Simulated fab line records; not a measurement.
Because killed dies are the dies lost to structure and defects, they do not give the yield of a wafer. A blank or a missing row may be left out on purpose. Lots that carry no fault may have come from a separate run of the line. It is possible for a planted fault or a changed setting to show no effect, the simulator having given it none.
fab line records	flow gf180mcu	part 1 of 2: steps 1 to 26 of 35
record: lots: 5	wafers: 15	last-day: 34
route steps=602 shown MIM@524 M5@526 V5@540
lots that met no fault: from a run of the same line without faults
start-h: the number of hours between the record's first day and the start of the first shown wafer of the lot	wait-h: time in hours since the lot's previous step	" repeats the value in the row above	L1.1+2: one row covering several wafers at once	- no value, or no start given	* or withheld: withheld	< > ~ a bound
route shown NAME@n: a module of which the file shows steps, and the number in the route of the first	usual: mean/standard deviation taken from wafers without a fault	same: alike in all rows	chamber/n: place in a boat	sites: the reading at each site	_std_site: their standard deviation	_edge_site: inner sites' mean taken away from outer sites' mean	radius-mm: how far each site lies from the wafer's centre	mask NAME#n: copy n	behind: tool/chamber where the wafer was last shaped	hold: what put the lot on hold/how long, in hours/how the hold closed	device: names the non-switching transistor (n, p or np)	end of line: the same wafers' tests at the end of the route	step lacking rows: just its recipe	killed: dies that structure and defects cost at the first sort, which is not the same as the wafer's yield	map: per-die view of a wafer (x killed, . not killed, _ where there is no die)
set.NAME: the run value of the setting; set.NAME@STEP: its run value at that earlier step	model.NAME: the simulator's own value behind a step, which no gauge read
lots at selected steps of the route; one table per step, one row per wafer
services: when a tool's chamber went out of use (start-h, in hours from the record's first day, below 0 if earlier), for how many hours, and the reason
== steps ==
step: GF_MIM_STRIP_21
recipe: chemistry: post-etch-residue-remover	time-s: 1200	temp-c: 72.5
usual: temp-c: 72.49/0.12
lot.wafer	tool	chamber	start-h	wait-h	temp-c
L076.1	wet-bench-03	3	600.08	0.1	72.68
L076.2	"	3	"	"	72.60
L076.4	"	3	"	"	72.39
L086.2	wet-bench-03	3	681.68	0.1	72.55
L086.3	"	3	"	"	72.63
L086.5	"	3	"	"	72.55
L092.3	wet-bench-04	2	714.26	0.1	72.41
L092.5	"	2	"	"	72.52
L092.6	"	2	"	"	72.49
L095.3	wet-bench-04	2	734.55	0.0	72.67
L095.4	"	2	"	"	72.50
L095.5	"	2	"	"	72.62
L097.1	wet-bench-04	0	746.83	0.1	72.49
L097.2	"	0	"	"	72.37
L097.5	"	0	"	"	72.56
step: GF_MIM_CLEAN_22
recipe: chemistry: DIW	dry: n2-spin
lot.wafer	tool	chamber	start-h	wait-h
L076.1+2+4	wet-bench-03	1	600.42	0.0
L086.2+3+5	wet-bench-04	2	682.43	0.0
L092.3+5+6	wet-bench-04	0	714.63	0.0
L095.3+4+5	wet-bench-04	2	734.92	0.0
L097.1+2+5	wet-bench-02	3	747.17	0.0
step: GF_M5_DEHYDRATE_00
recipe: temp-c: 200	time-s: 60
usual: exhaust-pa: 44.9/0.88
lot.wafer	tool	chamber	start-h	wait-h	exhaust-pa
L076.1	litho-track-01	0	610.70	10.2	45.9
L076.2	"	0	"	"	45.3
L076.4	"	0	"	"	46.5
L086.2	litho-track-04	0	691.09	8.6	45.6
L086.3	"	0	"	"	46.5
L086.5	"	0	"	"	45.6
L092.3	litho-track-01	0	722.80	8.1	47.7
L092.5	"	0	"	"	45.4
L092.6	"	0	"	"	45.3
L095.3	litho-track-04	0	742.61	7.6	45.6
L095.4	"	0	"	"	44.8
L095.5	"	0	"	"	45.7
L097.1	litho-track-01	0	755.45	8.2	45.4
L097.2	"	0	"	"	44.9
L097.5	"	0	"	"	45.7
step: GF_M5_HMDS_01
recipe: prime-time-s: 60	prime-temp-c: 120
usual: exhaust-pa: 45.1/0.78
same: prime-time-s: 60
lot.wafer	tool	chamber	start-h	wait-h	exhaust-pa
L076.1	litho-track-01	0	610.85	0.1	46.0
L076.2	"	0	"	"	46.4
L076.4	"	0	"	"	45.7
L086.2	litho-track-04	0	691.24	0.1	45.0
L086.3	"	0	"	"	45.1
L086.5	"	0	"	"	45.3
L092.3	litho-track-01	0	722.95	0.1	45.8
L092.5	"	0	"	"	44.6
L092.6	"	0	"	"	45.3
L095.3	litho-track-04	0	742.76	0.1	46.6
L095.4	"	0	"	"	44.6
L095.5	"	0	"	"	45.5
L097.1	litho-track-01	0	755.60	0.1	45.9
L097.2	"	0	"	"	44.8
L097.5	"	0	"	"	44.2
step: GF_M5_COAT_02
recipe: resist: KrF	spin-rpm: withheld	resist-thk-nm: 1000
usual: exhaust-pa: 45.2/0.99
same: dispense-pressure-kPa: 56
lot.wafer	tool	chamber	start-h	wait-h	exhaust-pa
L076.1	litho-track-01	0	611.00	0.1	47.6
L076.2	"	0	"	"	46.7
L076.4	"	0	"	"	46.8
L086.2	litho-track-04	0	691.39	0.1	45.4
L086.3	"	0	"	"	45.8
L086.5	"	0	"	"	45.9
L092.3	litho-track-01	0	723.10	0.1	45.0
L092.5	"	0	"	"	44.7
L092.6	"	0	"	"	43.7
L095.3	litho-track-04	0	742.91	0.1	45.1
L095.4	"	0	"	"	44.5
L095.5	"	0	"	"	45.7
L097.1	litho-track-01	0	755.75	0.1	42.8
L097.2	"	0	"	"	44.9
L097.5	"	0	"	"	43.3
step: GF_M5_SOFTBAKE_03
recipe: temp-c: 130	time-s: 60	resist: KrF
usual: exhaust-pa: 45.2/0.96
lot.wafer	tool	chamber	start-h	wait-h	exhaust-pa
L076.1	litho-track-01	0	611.15	0.1	47.0
L076.2	"	0	"	"	46.5
L076.4	"	0	"	"	46.1
L086.2	litho-track-04	0	691.54	0.1	47.0
L086.3	"	0	"	"	45.0
L086.5	"	0	"	"	45.9
L092.3	litho-track-01	0	723.25	0.1	43.9
L092.5	"	0	"	"	44.1
L092.6	"	0	"	"	45.3
L095.3	litho-track-04	0	743.06	0.1	43.8
L095.4	"	0	"	"	44.8
L095.5	"	0	"	"	45.1
L097.1	litho-track-01	0	755.90	0.1	46.5
L097.2	"	0	"	"	46.0
L097.5	"	0	"	"	44.8
step: GF_M5_EXPOSE_04
recipe: mask-id: Metal5	target-cd-nm: 280	na: 0.68	source-shape: conventional	sigma-outer: 0.6	dose-mj: 28
same: na: 0.68	sigma-outer: 0.6
lot.wafer	tool	chamber	start-h	wait-h	mask
L076.1+2+4	krf-scanner-01	0	-	-	Metal5#0
L086.2+3+5	krf-scanner-02	0	-	-	Metal5#0
L092.3+5+6	krf-scanner-02	0	-	-	Metal5#0
L095.3+4+5	krf-scanner-02	0	-	-	Metal5#0
L097.1+2+5	krf-scanner-02	0	-	-	Metal5#0
step: GF_M5_PEB_05
recipe: peb-temp-c: 135	peb-time-s: 90	resist: KrF
usual: exhaust-pa: 45.2/0.77
lot.wafer	tool	chamber	start-h	wait-h	exhaust-pa
L076.1	litho-track-01	0	-	-	43.3
L076.2	"	0	"	"	44.3
L076.4	"	0	"	"	45.3
L086.2	litho-track-04	0	-	-	45.7
L086.3	"	0	"	"	45.9
L086.5	"	0	"	"	45.6
L092.3	litho-track-04	0	-	-	46.1
L092.5	"	0	"	"	46.1
L092.6	"	0	"	"	44.9
L095.3	litho-track-04	0	-	-	45.2
L095.4	"	0	"	"	44.9
L095.5	"	0	"	"	46.1
L097.1	litho-track-01	0	-	-	45.2
L097.2	"	0	"	"	45.2
L097.5	"	0	"	"	45.5
step: GF_M5_DEVELOP_06
recipe: develop-time-s: 60	dev-temp-c: 21
usual: exhaust-pa: 44.9/0.78
lot.wafer	tool	chamber	start-h	wait-h	exhaust-pa
L076.1	litho-track-01	0	620.65	0.2	44.4
L076.2	"	0	"	"	44.7
L076.4	"	0	"	"	43.5
L086.2	litho-track-04	0	700.94	0.2	44.4
L086.3	"	0	"	"	45.2
L086.5	"	0	"	"	44.9
L092.3	litho-track-04	0	731.21	0.1	44.1
L092.5	"	0	"	"	44.3
L092.6	"	0	"	"	44.1
L095.3	litho-track-04	0	751.31	0.1	44.5
L095.4	"	0	"	"	44.4
L095.5	"	0	"	"	44.3
L097.1	litho-track-01	0	763.95	0.2	45.8
L097.2	"	0	"	"	45.3
L097.5	"	0	"	"	44.8
step: GF_M5_CD_MEAS_07
recipe: target-cd-nm: 280
usual: cd-nm: 279.9/1
lot.wafer	tool	chamber	start-h	wait-h	cd-nm
L076.1	cd-sem-02	-	620.80	0.1	279.0
L076.2	"	-	"	"	280.2
L076.4	"	-	"	"	280.2
L086.2	cd-sem-02	-	701.08	0.1	278.9
L086.3	"	-	"	"	280.6
L086.5	"	-	"	"	280.9
L092.3	cd-sem-02	-	731.35	0.1	278.8
L092.5	"	-	"	"	278.3
L092.6	"	-	"	"	279.5
L095.3	cd-sem-01	-	751.45	0.1	280.9
L095.4	"	-	"	"	282.5
L095.5	"	-	"	"	281.0
L097.1	cd-sem-01	-	764.10	0.1	280.1
L097.2	"	-	"	"	279.7
L097.5	"	-	"	"	280.6
step: GF_M5_OVL_MEAS_08
usual: M5_OVL: 4/4.9
lot.wafer	tool	chamber	start-h	wait-h	M5_OVL[nm]
L076.1	overlay-01	-	620.92	0.1	10
L076.2	"	-	"	"	12
L076.4	"	-	"	"	12
L086.2	overlay-02	-	701.19	0.1	7
L086.3	"	-	"	"	2
L086.5	"	-	"	"	-3
L092.3	overlay-02	-	731.44	0.1	5
L092.5	"	-	"	"	9
L092.6	"	-	"	"	-7
L095.3	overlay-02	-	751.54	0.1	2
L095.4	"	-	"	"	6
L095.5	"	-	"	"	7
L097.1	overlay-02	-	764.22	0.1	3
L097.2	"	-	"	"	2
L097.5	"	-	"	"	5
step: GF_M5_ETCH_09
recipe: chemistry: CF4/O2	target: Si3N4	target-depth-nm: 52	source-w: 800	bias-w: 150	pressure-mtorr: 150	cf4-flow-sccm: 80	O2_flow_sccm: 10	time-s: 11.6
usual: drypump-motor-current-A: 5.8/0.48	oes-product-au: 0.999/0.0095	rf-fwd-power-W: 786/4.6	throttle-valve-pct: 5.970/0.009
lot.wafer	tool	chamber	start-h	wait-h	drypump-motor-current-A	oes-product-au	rf-fwd-power-W	rf-hours-counter-h	throttle-valve-pct
L076.1	rie-diel-03	1	620.96	0.0	5.3	0.988	787	12	5.963
L076.2	"	0	"	"	6.1	0.997	783	49	5.964
L076.4	"	1	"	"	5.3	0.991	783	-	5.967
L086.2	rie-diel-03	2	701.22	0.0	4.8	0.999	790	2	5.970
L086.3	"	0	"	"	6.1	1.007	794	51	5.978
L086.5	"	2	"	"	4.9	1.008	791	-	5.976
L092.3	rie-diel-01	0	731.47	0.0	6.1	1.000	783	5	5.967
L092.5	"	3	"	"	6.0	0.990	791	-	5.980
L092.6	"	1	"	"	5.8	0.996	780	-	5.962
L095.3	rie-diel-01	1	751.57	0.0	5.7	1.002	784	16	5.962
L095.4	"	2	"	"	6.3	0.995	788	-	5.971
L095.5	"	1	"	"	5.7	0.999	783	-	5.965
L097.1	rie-diel-03	2	764.25	0.0	4.9	1.010	786	5	5.957
L097.2	"	3	"	"	5.2	1.012	795	10	5.964
L097.5	"	2	"	"	4.9	0.999	786	-	5.966
step: GF_M5_METAL_ETCH_10
recipe: chemistry: Cl2/BCl3	mask-material: KrF	target-depth-nm: 750.8	stop-on: SiO2	pressure-mtorr: 8	icp-w: 800	bias-w: 140	Cl2_flow_sccm: 80	bcl3-flow-sccm: 40	time-s: 125.1
usual: drypump-motor-current-A: 5.82/0.24	oes-product-au: 0.989/0.0066	rf-fwd-power-W: 795.8/2.9	throttle-valve-pct: 28.230/0.012
lot.wafer	tool	chamber	start-h	wait-h	drypump-motor-current-A	oes-product-au	rf-fwd-power-W	rf-hours-counter-h	throttle-valve-pct
L076.1	rie-metal-04	0	620.98	0.0	6.19	0.985	798.5	1	28.228
L076.2	"	1	"	"	5.46	0.993	798.3	11	28.218
L076.4	"	0	"	"	6.17	0.972	796.9	-	28.235
L086.2	rie-metal-01	1	701.28	0.1	6.10	0.994	794.6	-	28.231
L086.3	"	1	"	"	6.13	0.995	800.8	-	28.235
L086.5	"	1	"	"	6.12	0.993	797.0	-	28.214
L092.3	rie-metal-02	0	731.58	0.1	5.65	0.993	797.2	-	28.227
L092.5	"	0	"	"	5.65	0.999	793.7	-	28.229
L092.6	"	0	"	"	5.65	0.992	799.8	-	28.226
L095.3	rie-metal-01	1	751.63	0.1	6.10	0.995	797.8	-	28.205
L095.4	"	0	"	"	6.16	0.995	786.9	-	28.234
L095.5	"	1	"	"	6.08	0.994	794.5	-	28.200
L097.1	rie-metal-02	0	764.28	0.0	5.68	0.993	797.4	15	28.215
L097.2	"	1	"	"	5.74	0.994	794.9	1	28.226
L097.5	"	1	"	"	5.75	0.999	795.9	-	28.221
step: GF_M5_STRIP_11
recipe: chemistry: O2/N2	power-w: 1400	pressure-mtorr: 1500	platen-temp-c: 250	o2-flow-sccm: 3000	n2-flow-sccm: 300	overash-fraction: 0.5
usual: drypump-motor-current-A: 5.7/0.47	heater-power-w: 330/37	o2-flow-sccm: 3000/9.4	oes-product-au: 0.523/0.0053	strip-time-to-endpoint-s: 7.05/0.051
lot.wafer	tool	chamber	start-h	wait-h	drypump-motor-current-A	heater-power-w	o2-flow-sccm	oes-product-au	rf-hours-counter-h	strip-time-to-endpoint-s
L076.1	plasma-asher-01	1	621.11	0.1	5.4	327	2996	0.514	85	7.12
L076.2	"	0	"	"	5.5	348	2996	0.520	85	7.02
L076.4	"	0	"	"	5.6	351	2994	0.527	-	7.13
L086.2	plasma-asher-03	0	701.50	0.2	6.5	388	2995	0.516	103	7.10
L086.3	"	0	"	"	6.5	389	3004	0.524	-	7.08
L086.5	"	0	"	"	6.5	396	3006	0.526	-	7.07
L092.3	plasma-asher-04	0	731.78	0.2	5.4	292	3005	0.517	-	6.98
L092.5	"	1	"	"	5.3	281	2997	0.522	-	6.99
L092.6	"	0	"	"	5.4	282	3003	0.521	-	6.99
L095.3	plasma-asher-01	1	751.75	0.1	5.4	334	3008	0.522	-	7.02
L095.4	"	0	"	"	5.5	348	3005	0.527	-	7.07
L095.5	"	1	"	"	5.4	342	3005	0.517	-	7.01
L097.1	plasma-asher-03	1	764.41	0.1	5.4	320	3000	0.519	3	7.09
L097.2	"	0	"	"	6.5	380	2992	0.512	3	6.97
L097.5	"	0	"	"	6.5	391	3021	0.518	-	6.97
step: GF_M5_STRIP_12
recipe: chemistry: post-etch-residue-remover	time-s: 1200	temp-c: 72.5
usual: temp-c: 72.51/0.11
lot.wafer	tool	chamber	start-h	wait-h	temp-c
L076.1	wet-bench-04	1	621.21	0.1	72.62
L076.2	"	1	"	"	72.58
L076.4	"	1	"	"	72.43
L086.2	wet-bench-04	2	701.60	0.1	72.39
L086.3	"	2	"	"	72.53
L086.5	"	2	"	"	72.52
L092.3	wet-bench-04	0	731.85	0.0	72.49
L092.5	"	0	"	"	72.48
L092.6	"	0	"	"	72.30
L095.3	wet-bench-04	1	751.82	0.0	72.34
L095.4	"	1	"	"	72.56
L095.5	"	1	"	"	72.63
L097.1	wet-bench-02	1	764.51	0.1	72.52
L097.2	"	1	"	"	72.57
L097.5	"	1	"	"	72.53
step: GF_M5_CLEAN_13
recipe: chemistry: DIW	dry: n2-spin
lot.wafer	tool	chamber	start-h	wait-h
L076.1+2+4	wet-bench-01	0	621.58	0.0
L086.2+3+5	wet-bench-01	3	701.94	0.0
L092.3+5+6	wet-bench-01	2	732.22	0.0
L095.3+4+5	wet-bench-01	0	752.16	0.0
L097.1+2+5	wet-bench-02	2	764.85	0.0
step: GF_V5_CVD_00
recipe: material: SiO2	target-thk-nm: 300	sigma-open-frac: 0.3	temp-c: 400	time-s: 50	sih4-flow-sccm: 60	pressure-mtorr: 6
lot.wafer	tool	chamber	start-h	wait-h
L076.1+2+4	hdpcvd-02	0,1,1	621.68	0.0
L086.2+3+5	hdpcvd-01	2,0,1	702.04	0.0
L092.3+5+6	hdpcvd-01	0,0,1	732.31	0.0
L095.3+4+5	hdpcvd-01	0,2,0	752.25	0.0
L097.1+2+5	hdpcvd-02	2,0,0	764.94	0.0
step: GF_V5_THK_MEAS_01
recipe: reads: SiO2_of_V5_CVD_00
usual: V5_CVD_00_THK: 299/3.5
lot.wafer	tool	chamber	start-h	wait-h	V5_CVD_00_THK[nm]
L076.1	film-metro-04	-	621.73	0.0	301
L076.2	"	-	"	"	299
L076.4	"	-	"	"	300
L086.2	film-metro-04	-	702.09	0.0	292
L086.3	"	-	"	"	296
L086.5	"	-	"	"	296
L092.3	film-metro-02	-	732.38	0.0	299
L092.5	"	-	"	"	301
L092.6	"	-	"	"	300
L095.3	film-metro-01	-	752.32	0.0	301
L095.4	"	-	"	"	299
L095.5	"	-	"	"	303
L097.1	film-metro-04	-	764.98	0.0	310
L097.2	"	-	"	"	298
L097.5	"	-	"	"	298
step: GF_V5_CVD_02
recipe: material: SiO2	target-thk-nm: 1450	precursor: TEOS	temp-c: 400	time-s: 163.28	rf-w: 600
usual: heater-power-w: 653/99	rf-fwd-power-W: 596.9/2.1
lot.wafer	tool	chamber	start-h	wait-h	heater-power-w	rf-fwd-power-W
L076.1	pecvd-02	2	621.79	0.1	537	597.4
L076.2	"	0	"	"	581	595.9
L076.4	"	2	"	"	604	595.5
L086.2	pecvd-03	2	702.14	0.0	835	593.5
L086.3	"	0	"	"	639	593.9
L086.5	"	2	"	"	891	596.2
L092.3	pecvd-03	0	732.42	0.0	575	595.3
L092.5	"	1	"	"	727	598.6
L092.6	"	2	"	"	891	595.0
L095.3	pecvd-04	1	752.41	0.1	668	596.9
L095.4	"	0	"	"	509	596.5
L095.5	"	0	"	"	608	600.6
L097.1	pecvd-03	0	765.04	0.1	569	598.7
L097.2	"	2	"	"	848	596.1
L097.5	"	0	"	"	649	595.8
step: GF_V5_THK_MEAS_03
recipe: reads: SiO2_of_V5_CVD_02
usual: V5_CVD_02_THK: 1459/20
lot.wafer	tool	chamber	start-h	wait-h	V5_CVD_02_THK[nm]
L076.1	film-metro-02	-	621.89	0.1	1439
L076.2	"	-	"	"	1449
L076.4	"	-	"	"	1460
L086.2	film-metro-02	-	702.26	0.1	1498
L086.3	"	-	"	"	1468
L086.5	"	-	"	"	1515
L092.3	film-metro-02	-	732.54	0.1	1432
L092.5	"	-	"	"	1474
L092.6	"	-	"	"	1468
L095.3	film-metro-01	-	752.54	0.1	1448
L095.4	"	-	"	"	1433
L095.5	"	-	"	"	1456
L097.1	film-metro-02	-	765.15	0.1	1467
L097.2	"	-	"	"	1456
L097.5	"	-	"	"	1477
step: GF_V5_CMP_04
recipe: material: SiO2	down-force-psi: 4	platen-rpm: 60	pad-velocity-m-s: 0.94248
usual: motor-current-A: 11.7/0.81
lot.wafer	tool	chamber	start-h	wait-h	motor-current-A
L076.1	cmp-01	2	621.95	0.1	11.3
L076.2	"	3	"	"	12.9
L076.4	"	0	"	"	10.3
L086.3	cmp-01	2	702.36	0.1	11.4
L086.2	"	3	"	"	11.6
L086.5	"	2	"	"	11.1
L092.3	cmp-01	1	732.68	0.1	10.2
L092.5	"	3	"	"	12.2
L092.6	"	0	"	"	10.9
L095.3	cmp-02	3	752.58	0.0	12.5
L095.4	"	0	"	"	11.3
L095.5	"	0	"	"	11.5
L097.1	cmp-01	1	765.21	0.1	10.8
L097.2	"	0	"	"	11.2
L097.5	"	2	"	"	12.0
step: GF_V5_BOW_MEAS_05
recipe: mode: bow
usual: V5_BOW: 135/11
lot.wafer	tool	chamber	start-h	wait-h	V5_BOW[um]
L076.1	film-metro-02	-	622.25	0.2	139
L076.2	"	-	"	"	116
L076.4	"	-	"	"	124
L086.2	film-metro-02	-	702.63	0.2	136
L086.3	"	-	"	"	140
L086.5	"	-	"	"	138
L092.3	film-metro-01	-	732.92	0.2	140
L092.5	"	-	"	"	130
L092.6	"	-	"	"	134
L095.3	film-metro-01	-	752.92	0.3	123
L095.4	"	-	"	"	119
L095.5	"	-	"	"	121
L097.1	film-metro-01	-	765.51	0.2	161
L097.2	"	-	"	"	136
L097.5	"	-	"	"	144
step: GF_V5_DEHYDRATE_06
recipe: temp-c: 200	time-s: 60
usual: exhaust-pa: 44.9/0.85
lot.wafer	tool	chamber	start-h	wait-h	exhaust-pa
L076.1	litho-track-03	0	632.19	9.9	44.7
L076.2	"	0	"	"	45.8
L076.4	"	0	"	"	44.8
L086.2	litho-track-03	0	710.71	8.1	45.6
L086.3	"	0	"	"	45.6
L086.5	"	0	"	"	46.4
L092.3	litho-track-04	0	741.21	8.3	44.8
L092.5	"	0	"	"	45.4
L092.6	"	0	"	"	44.8
L095.3	litho-track-03	0	760.74	7.8	44.3
L095.4	"	0	"	"	45.0
L095.5	"	0	"	"	45.0
L097.1	litho-track-03	0	773.14	7.6	44.8
L097.2	"	0	"	"	44.8
L097.5	"	0	"	"	44.5
step: GF_V5_HMDS_07
recipe: prime-time-s: 60	prime-temp-c: 120
usual: exhaust-pa: 45.1/1
same: prime-time-s: 60
lot.wafer	tool	chamber	start-h	wait-h	exhaust-pa
L076.1	litho-track-03	0	632.34	0.1	44.5
L076.2	"	0	"	"	44.8
L076.4	"	0	"	"	45.2
L086.2	litho-track-03	0	710.86	0.1	44.9
L086.3	"	0	"	"	44.3
L086.5	"	0	"	"	43.9
L092.3	litho-track-04	0	741.36	0.1	44.8
L092.5	"	0	"	"	46.2
L092.6	"	0	"	"	44.2
L095.3	litho-track-03	0	760.89	0.1	43.8
L095.4	"	0	"	"	44.3
L095.5	"	0	"	"	43.5
L097.1	litho-track-03	0	773.29	0.1	45.5
L097.2	"	0	"	"	45.5
L097.5	"	0	"	"	44.9
step: GF_V5_COAT_08
recipe: resist: BARC	temp-c: withheld	time-s: withheld	spin-rpm: withheld	resist-thk-nm: withheld
usual: dispense-pressure-kPa: 55.6/0.51	exhaust-pa: 45.1/0.91
lot.wafer	tool	chamber	start-h	wait-h	dispense-pressure-kPa	exhaust-pa
L076.1	litho-track-03	0	632.49	0.1	55.0	44.6
L076.2	"	0	"	"	54.9	44.8
L076.4	"	0	"	"	54.9	45.6
L086.2	litho-track-03	0	711.01	0.1	54.9	45.9
L086.3	"	0	"	"	54.9	43.9
L086.5	"	0	"	"	54.9	45.1
L092.3	litho-track-04	0	741.51	0.1	55.9	45.6
L092.5	"	0	"	"	55.9	44.1
L092.6	"	0	"	"	55.8	46.5
L095.3	litho-track-03	0	761.04	0.1	54.9	45.1
L095.4	"	0	"	"	54.9	47.2
L095.5	"	0	"	"	55.0	45.8
L097.1	litho-track-03	0	773.44	0.1	54.9	44.7
L097.2	"	0	"	"	55.0	44.6
L097.5	"	0	"	"	54.9	46.3
step: GF_V5_COAT_09
recipe: resist: KrF	spin-rpm: withheld	resist-thk-nm: 1000
usual: dispense-pressure-kPa: 55.6/0.51	exhaust-pa: 45.0/0.87
lot.wafer	tool	chamber	start-h	wait-h	dispense-pressure-kPa	exhaust-pa
L076.1	litho-track-03	0	-	-	55.0	46.0
L076.2	"	0	"	"	54.9	45.7
L076.4	"	0	"	"	54.9	45.8
L086.2	litho-track-03	0	-	-	55.0	46.9
L086.3	"	0	"	"	54.9	45.7
L086.5	"	0	"	"	54.9	45.1
L092.3	litho-track-04	0	-	-	55.9	44.5
L092.5	"	0	"	"	55.9	44.9
L092.6	"	0	"	"	55.9	44.6
L095.3	litho-track-03	0	-	-	55.0	44.2
L095.4	"	0	"	"	55.0	45.3
L095.5	"	0	"	"	55.0	44.2
L097.1	litho-track-03	0	-	-	54.9	44.3
L097.2	"	0	"	"	54.9	45.3
L097.5	"	0	"	"	55.0	44.6
